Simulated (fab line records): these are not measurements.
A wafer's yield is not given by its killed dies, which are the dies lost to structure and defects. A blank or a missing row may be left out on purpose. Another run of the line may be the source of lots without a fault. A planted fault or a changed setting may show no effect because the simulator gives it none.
Chamber matching    flow sky130    SKY_CONTACT_HDPCVD_02 on hdpcvd-02: 3 sister chambers
The step deposits SiO2, target thk 565 nm, time 94.2 s. 3 wafers are shown with their chamber, then 7 later ones without.

## WAFERS PAIRED WITH THEIR CHAMBERS
wafer   chamber  run-length-s (s)
L502.5  0        122.2
L510.2  1        121.5
L510.4  2        121.6

## WAFERS WITHOUT THEIR CHAMBER
wafer   run-length-s (s)
L510.6  122.3
L509.2  121.6
L509.4  122.6
L509.6  121.7
L511.1  121.6
L511.3  121.5
L511.4  122.4

## EACH ONE'S CHAMBER
wafer   from the rows above      in truth
L510.6  0                        0
L509.2  can't be placed: 2 or 1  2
L509.4  0                        0
L509.6  can't be placed: 2 or 1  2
L511.1  can't be placed: 2 or 1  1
L511.3  can't be placed: 1 or 2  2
L511.4  0                        0
3 of 7 placed correctly. These rows do not allow placing 4 (true chamber among the candidates in 4). Placed wrongly: 0.
How it was worked out, from the rows above alone: a wafer's distance from a chamber is the root of the sum, over the readings, of the square of ((its reading less the chamber's mean) divided by the reading's scatter). The wafer belongs to the nearest chamber; if the next one is less than 2 further off, it can't be placed. For every chamber, the mean is computed from those of its wafers that are shown. The scatter: with one shown wafer a chamber, the root of the mean of the squares of how far each hidden wafer lies from its nearest shown one.
